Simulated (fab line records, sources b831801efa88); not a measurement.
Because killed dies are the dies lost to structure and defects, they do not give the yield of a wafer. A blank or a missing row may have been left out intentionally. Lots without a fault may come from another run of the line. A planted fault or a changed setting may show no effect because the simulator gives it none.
fab line records	flow sky130
[record] lots = 6	wafers = 18	lastDay = 49
route steps=708 shown POLY_GATE@222 PAD_OPEN@708
lots untouched by any fault: they come from a run of this same line in which no faults occurred
startH: the number of hours between the record's first day and the start of the first shown wafer of the lot	waitH: hours from the lot's prior step to this one	" repeats the value in the row above	L1.1+2: several wafers, shown together as one row	- either no value or no given start	* or withheld: withheld	< > ~ a bound
route shown NAME@n: NAME is a module with steps in the file, n the number in the route of the first one	usual: mean/standard deviation of fault-free wafers	same: alike in all rows	chamber/n: place in a boat	sites: each site's reading	_std_site: the standard deviation of these	_edge_site: inner sites' mean taken away from outer sites' mean	radiusMm: for every site, how far away it sits from the centre of the wafer	mask NAME#n: copy n	behind: the tool/chamber that last shaped the wafer	hold: the reason the lot was held/the length of the hold in hours/how it ended	device: transistor that didn't switch, given as n, p or np	end of line: tests of these same wafers at the route's end	a step without rows: its recipe alone	killed: dies that structure and defects cost at the first sort, which is not the same as the wafer's yield	map: dies across one wafer; x = killed, . = not, _ = none there
set.NAME: setting as actually run; set.NAME@STEP: the setting as run at that earlier step	model.NAME: the simulator's own value behind a step, which no gauge read
a table for each step, a row for each wafer; lots at some steps of the route
services: a tool's chamber out of use, with start hour (startH, from the record's first day; less than 0 if before it), hours out, and reason
[[steps]]
[step SKY_POLY_GATE_COAT_08]
[recipe] resist = KrF-thick	spinRpm = 3000	resistThkNm = 450
[step SKY_POLY_GATE_SOFTBAKE_09]
[recipe] tempC = 100	timeS = 88.72	resist = KrF-thick
[step SKY_POLY_GATE_EXPOSE_10]
[recipe] maskId = P1M	na = 0.68	sourceShape = conventional	sigmaOuter = 0.6	targetCdNm = 150	doseMj = 28
[step SKY_POLY_GATE_PEB_11]
[recipe] pebTempC = withheld	pebTimeS = withheld	resist = KrF-thick
[step SKY_POLY_GATE_DEVELOP_12]
[recipe] developTimeS = 60	resist = KrF-thick	devTempC = 21
[step SKY_POLY_GATE_CD_MEAS_13]
[recipe] targetCdNm = 150
[usual] cdNm = 150.3/1.4
lot.wafer	tool	chamber	startH	waitH	cdNm
L535.2	cdSem-02	-	405.75	-	150.0
L535.3	"	-	"	"	147.9
L535.4	"	-	"	"	150.0
L537.1	cdSem-01	-	422.83	-	150.8
L537.2	"	-	"	"	148.9
L537.6	"	-	"	"	149.9
L540.1	cdSem-01	-	453.08	-	149.4
L540.3	"	-	"	"	150.5
L540.6	"	-	"	"	148.6
L542.1	cdSem-02	-	475.68	-	152.4
L542.3	"	-	"	"	151.4
L542.5	"	-	"	"	151.2
L547.2	cdSem-02	-	515.16	-	150.7
L547.3	"	-	"	"	151.7
L547.4	"	-	"	"	151.8
L549.1	cdSem-02	-	532.34	-	151.5
L549.2	"	-	"	"	149.8
L549.3	"	-	"	"	152.2
[step SKY_POLY_GATE_OVL_MEAS_14]
[usual] POLY_GATE_OVL = 2/5.1
lot.wafer	tool	chamber	startH	waitH	POLY_GATE_OVL[nm]
L535.2	overlay-02	-	405.86	0.1	-2
L535.3	"	-	"	"	-4
L535.4	"	-	"	"	-2
L537.1	overlay-01	-	422.95	0.1	-7
L537.2	"	-	"	"	-6
L537.6	"	-	"	"	-2
L540.1	overlay-01	-	453.20	0.1	6
L540.3	"	-	"	"	7
L540.6	"	-	"	"	10
L542.1	overlay-01	-	475.80	0.1	0
L542.3	"	-	"	"	5
L542.5	"	-	"	"	3
L547.2	overlay-02	-	515.27	0.1	7
L547.3	"	-	"	"	11
L547.4	"	-	"	"	0
L549.1	overlay-02	-	532.46	0.1	0
L549.2	"	-	"	"	-3
L549.3	"	-	"	"	-3
[step SKY_POLY_GATE_ETCH_15]
[recipe] chemistry = N2/H2	target = BARC	ionEnergyEv = 200	sourceW = 500	biasW = 97.65	pressureMtorr = 30	n2FlowSccm = 100	h2FlowSccm = 200	stopOn = SiO2	timeS = 118.5	targetDepthA = 1100
[usual] drypumpMotorCurrentA = 5.8/0.48	oesProductAu = 0.716/0.0043	throttleValvePct = 13.214/0.0092
lot.wafer	tool	chamber	startH	waitH	drypumpMotorCurrentA	oesProductAu	rfHoursCounterH	throttleValvePct
L535.2	rieDiel-04	1	405.89	0.0	5.6	0.718	8	13.205
L535.3	"	3	"	"	5.7	0.718	10	13.214
L535.4	"	0	"	"	6.1	0.712	73	13.217
L537.1	rieDiel-03	0	422.99	0.0	5.6	0.709	2	13.221
L537.2	"	1	"	"	6.2	0.720	5	13.206
L537.6	"	0	"	"	5.6	0.719	-	13.219
L540.1	rieDiel-03	3	453.24	0.0	4.7	0.714	36	13.214
L540.3	"	1	"	"	6.2	0.713	5	13.200
L540.6	"	2	"	"	6.3	0.715	-	13.217
L542.1	rieDiel-01	3	475.84	0.0	6.2	0.720	41	13.225
L542.3	"	2	"	"	5.2	0.710	13	13.222
L542.5	"	1	"	"	5.8	0.714	-	13.180
L547.2	rieDiel-04	3	515.30	0.0	5.7	0.716	12	13.226
L547.3	"	1	"	"	5.7	0.715	11	13.215
L547.4	"	2	"	"	5.4	0.710	-	13.217
L549.1	rieDiel-03	2	532.50	0.0	6.3	0.717	14	13.197
L549.2	"	1	"	"	6.2	0.708	7	13.211
L549.3	"	0	"	"	5.6	0.717	4	13.227
[step SKY_POLY_GATE_ETCH_16]
[recipe] stopOn = poly-Si	chemistry = CH3F/O2	target = Si3N4	sourceW = 400	biasW = 80	pressureMtorr = 25	ch3fFlowSccm = 40	O2_flow_sccm = 30	timeS = 147.5	targetDepthA = 750
[usual] O2_flow_sccm = 30.01/0.082	drypumpMotorCurrentA = 5.8/0.48	oesProductAu = 0.642/0.0056	throttleValvePct = 10.534/0.0086
lot.wafer	tool	chamber	startH	waitH	O2_flow_sccm	drypumpMotorCurrentA	oesProductAu	rfHoursCounterH	throttleValvePct
L535.2	rieDiel-04	1	405.97	0.0	30.06	5.6	0.648	8	10.537
L535.3	"	3	"	"	30.09	5.7	0.639	10	10.546
L535.4	"	0	"	"	30.14	6.1	0.643	73	10.519
L537.1	rieDiel-03	0	423.07	0.0	30.06	5.6	0.653	2	10.531
L537.2	"	1	"	"	30.01	6.2	0.640	5	10.535
L537.6	"	0	"	"	30.01	5.6	0.642	-	10.522
L540.1	rieDiel-03	3	453.32	0.0	29.93	4.7	0.636	36	10.524
L540.3	"	1	"	"	30.00	6.2	0.633	5	10.545
L540.6	"	2	"	"	29.96	6.3	0.639	-	10.522
L542.1	rieDiel-01	3	475.92	0.0	30.07	6.3	0.647	41	10.526
L542.3	"	2	"	"	29.91	5.2	0.641	13	10.528
L542.5	"	1	"	"	30.08	5.8	0.648	-	10.550
L547.2	rieDiel-04	3	515.38	0.0	30.04	5.7	0.642	12	10.524
L547.3	"	1	"	"	30.01	5.6	0.633	11	10.539
L547.4	"	2	"	"	30.00	5.4	0.645	-	10.539
L549.1	rieDiel-03	2	532.58	0.0	30.09	6.3	0.636	14	10.535
L549.2	"	1	"	"	30.12	6.2	0.636	8	10.532
L549.3	"	0	"	"	29.96	5.6	0.638	4	10.520
[step SKY_POLY_GATE_ETCH_17]
[recipe] targetDepthNm = 180	stopOn = SiO2	overEtchFrac = 0.56667	chemistry = HBr/Cl2	target = poly-Si	icpW = 400	biasW = 100	pressureMtorr = 10	HBr_flow_sccm = 150	Cl2_flow_sccm = 50	timeS = 70.5
[usual] drypumpMotorCurrentA = 5.6/0.36	oesProductAu = 0.989/0.0069	throttleValvePct = 33.683/0.0094
lot.wafer	tool	chamber	startH	waitH	drypumpMotorCurrentA	oesProductAu	rfHoursCounterH	throttleValvePct
L535.2	rieSi-02	3	406.07	0.0	5.8	0.987	63	33.699
L535.3	"	2	"	"	5.4	0.987	5	33.692
L535.4	"	1	"	"	5.6	0.985	70	33.671
L537.1	rieSi-01	3	423.17	0.0	4.8	0.989	23	33.693
L537.2	"	2	"	"	6.0	1.000	25	33.672
L537.6	"	2	"	"	6.0	0.991	-	33.681
L540.1	rieSi-02	2	453.42	0.0	5.4	0.988	6	33.694
L540.3	"	0	"	"	5.8	0.997	1	33.682
L540.6	"	0	"	"	5.8	1.000	-	33.669
L542.1	rieSi-01	1	476.02	0.0	5.8	0.985	4	33.681
L542.3	"	0	"	"	5.3	0.983	49	33.696
L542.5	"	3	"	"	4.8	0.997	-	33.672
L547.2	rieSi-02	1	515.48	0.0	5.6	0.989	0	33.675
L547.3	"	0	"	"	5.9	0.996	1	33.682
L547.4	"	2	"	"	5.4	0.998	6	33.680
L549.1	rieSi-02	3	532.68	0.0	5.9	0.989	0	33.693
L549.2	"	1	"	"	5.6	0.998	0	33.671
L549.3	"	0	"	"	5.8	0.992	1	33.683
[step SKY_POLY_GATE_STRIP_18]
[recipe] chemistry = O2/N2	powerW = 1400	pressureMtorr = 1500	platenTempC = withheld	o2FlowSccm = 3000	n2FlowSccm = 300	overashFraction = 0.5
[usual] drypumpMotorCurrentA = 5.89/0.29	oesProductAu = 0.360/0.0045	stripTimeToEndpointS = 3.159/0.028
lot.wafer	tool	chamber	startH	waitH	drypumpMotorCurrentA	oesProductAu	rfHoursCounterH	stripTimeToEndpointS
L535.2	plasmaAsher-04	0	406.13	0.0	6.26	0.358	75	3.131
L535.3	"	0	"	"	6.26	0.368	-	3.174
L535.4	"	1	"	"	5.95	0.367	-	3.155
L537.1	plasmaAsher-02	1	423.23	0.0	5.69	0.356	30	3.109
L537.2	"	0	"	"	5.60	0.356	30	3.121
L537.6	"	1	"	"	5.72	0.352	-	3.123
L540.1	plasmaAsher-02	1	453.47	0.0	5.73	0.366	33	3.164
L540.3	"	1	"	"	5.70	0.361	-	3.144
L540.6	"	1	"	"	5.73	0.348	-	3.180
L542.1	plasmaAsher-02	0	476.07	0.0	5.58	0.363	36	3.188
L542.3	"	1	"	"	5.67	0.358	-	3.145
L542.5	"	0	"	"	5.58	0.362	-	3.194
L547.2	plasmaAsher-03	0	515.53	0.0	6.43	0.365	69	3.182
L547.3	"	1	"	"	6.01	0.360	-	3.161
L547.4	"	0	"	"	6.43	0.363	-	3.173
L549.1	plasmaAsher-03	1	532.73	0.0	6.01	0.357	71	3.147
L549.2	"	0	"	"	6.45	0.356	71	3.133
L549.3	"	1	"	"	6.03	0.360	-	3.119
[step SKY_POLY_GATE_CLEAN_19]
[recipe] chemistry = SC1/SC2	mix = 1:4:20	tempC = 70	timeS = 150	dry = n2Spin
[step SKY_POLY_GATE_OXIDATION_20]
[recipe] tempC = 850	ambient = O2	stabiliseS = 600	purgeS = 300	targetThkA = 40	oxTimeS = 899
[usual] spikeTcBottomC = 869.2/1.5	spikeTcCentreC = 851.0/1	spikeTcLowerC = 850.0/1.3	spikeTcTopC = 861.7/2.9	spikeTcUpperC = 848.2/1.3	zonePowerCentrePct = 18.47/0.29
lot.wafer	tool	chamber	startH	waitH	spikeTcBottomC	spikeTcCentreC	spikeTcLowerC	spikeTcTopC	spikeTcUpperC	zonePowerCentrePct	model.SiO2_of_POLY_GATE_OXIDATION_20.thkNm
L535.2	furnace-02	0	406.90	0.6	871.2	850.1	850.2	863.6	848.3	18.23	3.935
L535.3	"	0	"	"	869.9	849.3	850.6	864.3	849.1	18.34	3.911
L535.4	"	0	"	"	870.5	852.4	849.3	862.8	848.6	18.03	3.942
L537.1	furnace-01	0	424.62	1.2	867.5	852.4	847.2	857.6	846.9	18.68	3.888
L537.2	"	0	"	"	866.6	851.1	849.1	859.1	846.6	18.41	3.932
L537.6	"	0	"	"	867.5	851.0	851.8	858.0	845.0	18.20	3.955
L540.1	furnace-01	0	455.77	2.1	893.3	876.2	874.8	883.6	872.9	19.98	5.44
L540.3	"	0	"	"	892.3	875.9	874.4	881.1	870.9	19.96	5.427
L540.6	"	0	"	"	891.7	876.1	872.3	882.7	872.0	20.15	5.366
L542.1	furnace-01	0	476.23	0.0	892.4	877.4	874.2	882.0	871.2	20.14	5.283
L542.3	"	0	"	"	892.6	876.3	876.6	882.4	873.3	20.03	5.272
L542.5	"	0	"	"	892.4	875.6	873.7	883.5	873.9	19.66	5.322
L547.2	furnace-02	0	515.71	0.0	869.6	851.3	850.1	865.0	851.2	18.34	3.99
L547.3	"	0	"	"	870.2	849.3	849.2	861.9	847.2	18.10	3.986
L547.4	"	0	"	"	869.3	849.1	851.3	865.2	849.0	18.68	3.958
L549.1	furnace-02	0	532.88	0.0	872.0	851.2	849.5	862.8	848.1	18.32	3.971
L549.2	"	0	"	"	871.4	849.9	852.3	866.2	848.6	18.15	4.034
L549.3	"	0	"	"	869.3	850.9	850.8	863.2	848.4	18.25	3.968
[step SKY_POLY_GATE_THK_MEAS_21]
[recipe] reads = SiO2_of_POLY_GATE_OXIDATION_20
[usual] POLY_GATE_OXIDATION_THK = 3.98/0.09
lot.wafer	tool	chamber	startH	waitH	POLY_GATE_OXIDATION_THK[nm]
L535.2	filmMetro-03	-	408.16	0.0	3.96
L535.3	"	-	"	"	3.93
L535.4	"	-	"	"	3.96
L537.1	filmMetro-01	-	425.87	0.0	3.90
L537.2	"	-	"	"	3.92
L537.6	"	-	"	"	3.92
L540.1	filmMetro-02	-	457.02	0.0	5.48
L540.3	"	-	"	"	5.40
L540.6	"	-	"	"	5.35
L542.1	filmMetro-02	-	477.48	0.0	5.30
L542.3	"	-	"	"	5.23
L542.5	"	-	"	"	5.27
L547.2	filmMetro-01	-	516.97	0.0	4.03
L547.3	"	-	"	"	3.98
L547.4	"	-	"	"	4.02
L549.1	filmMetro-01	-	534.13	0.0	3.93
L549.2	"	-	"	"	4.01
L549.3	"	-	"	"	3.94
[step SKY_POLY_GATE_CD_MEAS_22]
[usual] cdNm = 149.7/2.1
lot.wafer	tool	chamber	startH	waitH	cdNm
L535.2	cdSem-01	-	408.23	0.1	150.1
L535.3	"	-	"	"	149.3
L535.4	"	-	"	"	149.3
L537.1	cdSem-02	-	425.93	0.1	151.3
L537.2	"	-	"	"	147.6
L537.6	"	-	"	"	150.9
L540.1	cdSem-02	-	457.08	0.1	147.3
L540.3	"	-	"	"	150.3
L540.6	"	-	"	"	148.0
L542.1	cdSem-02	-	477.54	0.1	151.8
L542.3	"	-	"	"	151.8
L542.5	"	-	"	"	151.0
L547.2	cdSem-01	-	517.05	0.1	148.8
L547.3	"	-	"	"	152.9
L547.4	"	-	"	"	152.2
L549.1	cdSem-01	-	534.19	0.1	149.3
L549.2	"	-	"	"	148.0
L549.3	"	-	"	"	152.1
[step SKY_PAD_OPEN_PROBE_99]
[usual] killed_at_M0_to_M3 = 44/7	killed_at_M4_up = 3.2/2	killedAtContacts = 25/5.3	killedAtFrontEnd = 15/4.3	killedAtOther = 0.3/0.54	killedDies = 86/8.7	killedOpen = 47/6.4	killedShort = 39/5.6
[same] grossDies = 492	killedAtBackSide = 0
lot.wafer	tool	chamber	startH	waitH	killed_at_M0_to_M3	killed_at_M4_up	killedAtContacts	killedAtFrontEnd	killedAtOther	killedDies	killedOpen	killedShort	model.etest.tipSonos.rsOhmSq	model.etest.tipP.rsOhmSq	model.etest.resPdiff.lineOhmUm	model.etest.tipN.rsOhmSq	model.etest.resNdiff.lineOhmUm	model.etest.resPdiff.rsOhmSq	model.etest.resPdiffHv.rsOhmSq	model.etest.resNdiff.rsOhmSq
L535.2	prober-01	-	1102.34	0.1	34	4	27	23	0	88	50	37	2563	6810	1363	437.3	757.9	198.7	190.4	118.6
L535.3	prober-01	-	1102.39	0.2	44	1	24	15	0	84	46	37	2640	6761	1357	438.6	753.5	198.1	193.3	118.5
L535.4	prober-01	-	1102.44	0.2	33	1	27	19	0	80	44	36	2622	6771	1362	440.6	752.5	196.9	191.6	119.2
L537.1	prober-01	-	1110.30	0.1	36	5	27	12	2	82	54	26	2847	6901	1397	439.1	763.3	202.6	198.6	121.1
L537.2	prober-01	-	1110.35	0.1	33	0	30	9	0	72	42	30	2828	6844	1392	442.6	762.9	204.9	200.4	123.2
L537.6	prober-01	-	1110.55	0.2	49	2	19	12	1	83	46	36	2823	6838	1380	442.5	758	203.3	196.9	121.1
L540.1	prober-02	-	1134.94	0.1	57	4	20	6	0	87	52	35	3005	7040	1410	467.9	794.4	203	197.8	125.2
L540.3	prober-02	-	1135.04	0.2	51	5	20	9	0	85	46	39	2906	7020	1452	467	801.5	203.1	197.3	125
L540.6	prober-02	-	1135.19	0.2	36	2	19	10	0	67	38	29	2955	7054	1414	466.7	796.5	203.6	196.4	125.5
L542.1	prober-02	-	1144.05	0.1	31	1	32	7	1	72	43	29	2929	7095	1479	466.3	802.4	208.4	200.4	124.1
L542.3	prober-02	-	1144.15	0.2	45	5	27	11	1	89	38	50	2978	7100	1447	466.7	785.5	207.8	200.3	123.7
L542.5	prober-02	-	1144.25	0.2	35	3	14	12	1	65	34	31	2964	7078	1446	467.4	791.7	205.9	199.6	123.2
L547.2	prober-02	-	1164.37	0.1	43	3	25	9	0	80	39	41	2683	7034	1392	440.1	794.7	200.1	196.7	123.2
L547.3	prober-02	-	1164.42	0.2	61	6	18	13	0	98	51	47	2660	7095	1382	436.4	785	200.1	195.1	123.5
L547.4	prober-02	-	1164.47	0.2	56	0	21	14	0	91	52	39	2695	6991	1374	436.7	788.2	198.3	195.2	123.2
L549.1	prober-01	-	1178.35	0.1	59	2	32	15	0	108	64	44	2616	6869	1378	440.1	762.7	198.3	191.4	120.3
L549.2	prober-01	-	1178.40	0.1	46	7	29	15	0	97	52	45	2589	6763	1364	439.6	766.2	197.9	190.5	119.8
L549.3	prober-01	-	1178.45	0.2	44	4	21	17	0	86	50	36	2621	6815	1359	440	761.8	197.5	192	119.5
// killed by level:class
L535.2 VIA1:geometricParticle:open=11 CONTACT:geometricParticle:open=9 POLY_GATE:geometricParticle:open=7 CONTACT:geometricParticle:short=7 FIELD_ISO:geometricParticle:short=6 FIELD_ISO:geometricParticle:open=5 LI_CONTACT:geometricParticle:open=5 VIA3:geometricParticle:open=4
L535.3 METAL1:geometricParticle:short=11 CONTACT:geometricParticle:open=10 VIA1:geometricParticle:open=7 VIA3:geometricParticle:open=7 METAL2:geometricParticle:short=6 LI_CONTACT:geometricParticle:open=6 FIELD_ISO:geometricParticle:open=5 LOCAL_INTERCONNECT:geometricParticle:short=4
L535.4 CONTACT:geometricParticle:open=11 FIELD_ISO:geometricParticle:open=9 FIELD_ISO:geometricParticle:short=7 LI_CONTACT:geometricParticle:open=6 METAL2:geometricParticle:short=6 VIA1:geometricParticle:open=5 METAL3:geometricParticle:short=5 VIA3:geometricParticle:open=5
L537.1 CONTACT:geometricParticle:open=13 LI_CONTACT:geometricParticle:open=8 VIA2:geometricParticle:open=8 VIA1:geometricParticle:open=6 FIELD_ISO:geometricParticle:short=4 METAL1:geometricParticle:short=4 FIELD_ISO:geometricParticle:open=3 METAL2:geometricParticle:short=3
L537.2 CONTACT:geometricParticle:open=11 VIA1:geometricParticle:open=8 LI_CONTACT:geometricParticle:open=7 LOCAL_INTERCONNECT:geometricParticle:short=6 VIA2:geometricParticle:open=6 VIA3:geometricParticle:open=5 METAL2:geometricParticle:short=4 VIA2:geometricParticle:short=3
L537.6 VIA2:geometricParticle:open=11 VIA1:geometricParticle:short=7 VIA3:geometricParticle:open=7 VIA1:geometricParticle:open=6 POLY_GATE:geometricParticle:open=5 CONTACT:geometricParticle:open=5 CONTACT:geometricParticle:short=5 METAL1:geometricParticle:short=5
L540.1 VIA1:geometricParticle:open=17 METAL1:geometricParticle:short=9 CONTACT:geometricParticle:open=8 VIA3:geometricParticle:open=8 VIA1:geometricParticle:short=6 VIA2:geometricParticle:open=6 LI_CONTACT:geometricParticle:open=5 LOCAL_INTERCONNECT:geometricParticle:short=4
L540.3 VIA1:geometricParticle:open=14 CONTACT:geometricParticle:open=9 VIA1:geometricParticle:short=8 METAL2:geometricParticle:short=6 VIA3:geometricParticle:open=5 VIA2:geometricParticle:short=5 LI_CONTACT:geometricParticle:open=4 VIA2:geometricParticle:open=4
L540.6 VIA1:geometricParticle:open=10 LOCAL_INTERCONNECT:geometricParticle:short=7 METAL2:geometricParticle:short=7 CONTACT:geometricParticle:open=6 VIA3:geometricParticle:open=6 LI_CONTACT:geometricParticle:open=4 VIA1:geometricParticle:short=4 VIA2:geometricParticle:open=4
L542.1 CONTACT:geometricParticle:open=14 VIA1:geometricParticle:open=7 LI_CONTACT:geometricParticle:open=6 LI_CONTACT:geometricParticle:short=6 METAL1:geometricParticle:short=5 VIA3:geometricParticle:open=5 VIA2:geometricParticle:open=4 METAL3:geometricParticle:short=4
L542.3 VIA3:geometricParticle:open=10 LI_CONTACT:geometricParticle:open=8 CONTACT:geometricParticle:short=7 VIA1:geometricParticle:open=6 METAL2:geometricParticle:short=6 METAL1:geometricParticle:short=5 VIA1:geometricParticle:short=5 FIELD_ISO:geometricParticle:short=4
L542.5 VIA1:geometricParticle:short=8 VIA1:geometricParticle:open=8 FIELD_ISO:geometricParticle:open=5 LOCAL_INTERCONNECT:geometricParticle:short=5 VIA2:geometricParticle:open=5 VIA3:geometricParticle:open=5 FIELD_ISO:geometricParticle:short=4 CONTACT:geometricParticle:open=4
L547.2 VIA1:geometricParticle:open=9 VIA2:geometricParticle:open=7 CONTACT:geometricParticle:open=6 LI_CONTACT:geometricParticle:open=5 LI_CONTACT:geometricParticle:short=5 CONTACT:geometricParticle:short=5 VIA1:geometricParticle:short=5 VIA3:geometricParticle:open=5
L547.3 METAL1:geometricParticle:short=14 CONTACT:geometricParticle:open=8 VIA1:geometricParticle:open=8 VIA1:geometricParticle:short=7 VIA2:geometricParticle:open=7 METAL1:geometricParticle:open=6 VIA3:geometricParticle:open=6 METAL4:geometricParticle:short=5
L547.4 VIA1:geometricParticle:open=18 METAL1:geometricParticle:short=8 CONTACT:geometricParticle:open=7 VIA1:geometricParticle:short=7 LI_CONTACT:geometricParticle:open=6 METAL2:geometricParticle:short=6 POLY_GATE:geometricParticle:open=5 METAL1:geometricParticle:open=5
L549.1 VIA1:geometricParticle:open=18 CONTACT:geometricParticle:open=14 VIA3:geometricParticle:open=9 LI_CONTACT:geometricParticle:open=8 VIA1:geometricParticle:short=7 METAL2:geometricParticle:short=7 METAL1:geometricParticle:short=6 VIA2:geometricParticle:open=6
L549.2 VIA1:geometricParticle:open=14 LI_CONTACT:geometricParticle:open=12 VIA1:geometricParticle:short=10 VIA3:geometricParticle:open=8 CONTACT:geometricParticle:open=7 METAL4:geometricParticle:short=6 FIELD_ISO:geometricParticle:short=5 POLY_GATE:geometricParticle:short=5
L549.3 POLY_GATE:geometricParticle:open=9 VIA2:geometricParticle:open=9 LI_CONTACT:geometricParticle:open=8 VIA3:geometricParticle:open=8 METAL2:geometricParticle:short=7 VIA1:geometricParticle:open=5 LOCAL_INTERCONNECT:geometricParticle:short=5 METAL1:geometricParticle:short=5
[[services]]
tool	chamber	startH	hours	kind
plasmaAsher-02	-	385.00	1.2	repair
rieDiel-01	2	393.26	14.2	repair
plasmaAsher-04	-	401.99	0.6	repair
rieDiel-04	0	407.74	1.5	repair
rieSi-01	0	415.17	6.3	repair
rieDiel-01	-	420.78	14.6	pm
plasmaAsher-04	-	421.25	9.0	pm
furnace-02	-	421.39	2.9	pm
rieDiel-03	3	421.82	6.6	repair
plasmaAsher-02	-	425.66	4.3	pm
rieDiel-01	-	435.57	2.8	pm
rieSi-02	2	440.38	2.3	repair
furnace-02	-	445.65	2.6	pm
rieDiel-04	-	461.18	1.9	repair
rieDiel-03	0	470.28	11.3	repair
rieDiel-01	-	472.26	1.2	repair
rieSi-02	2	472.46	8.3	repair
rieSi-01	-	484.43	1.2	repair
furnace-01	-	492.35	3.3	pm
rieDiel-03	3	505.13	4.1	repair
rieDiel-04	0	506.19	16.0	repair
rieDiel-03	2	510.57	10.1	repair
rieDiel-01	2	525.63	9.8	repair
rieDiel-03	3	530.59	4.7	repair
[[key]]
[firstSign] step = SKY_POLY_GATE_OXIDATION_20	reading = spikeTcCentreC	direction = up	sigmas = 25	usual = 851.0	struck = 876.3
[effect] step = SKY_POLY_GATE_OXIDATION_20	reading = spikeTcLowerC	direction = up	sigmas = 18	usual = 850.0	struck = 874.3
[effect] step = SKY_POLY_GATE_THK_MEAS_21	reading = POLY_GATE_OXIDATION_THK	direction = up	sigmas = 15	usual = 3.98	struck = 5.34
[modelEffect] step = SKY_POLY_GATE_OXIDATION_20	value = SiO2_of_POLY_GATE_OXIDATION_20.thkNm	without = 3.917	struck = 5.352
[modelEffect] step = SKY_PAD_OPEN_PROBE_99	value = etest.tipSonos.rsOhmSq	without = 2692	struck = 2956
metAt SKY_POLY_GATE_OXIDATION_20
struckWafers L540.1,L540.3,L540.6,L542.1,L542.3,L542.5
testerLeftOut L540,L542
onsetBetween 424.62 455.77
[fault] kind = processParameterDrift	tool = furnace-01	chamber = -	onsetH = 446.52	steps = SKY_POLY_GATE_OXIDATION_20	channel = tempC	offset = *	shape = step	endH = 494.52	actsIn = *	stated = *
// testerLeftOut: of these lots the tester's yield and bins aren't shown, on N5 and GAA mostly nor the transistor test; their killed dies are dies lost to structure and defects alone, not to doping, threshold or leakage, so they don't give the yield
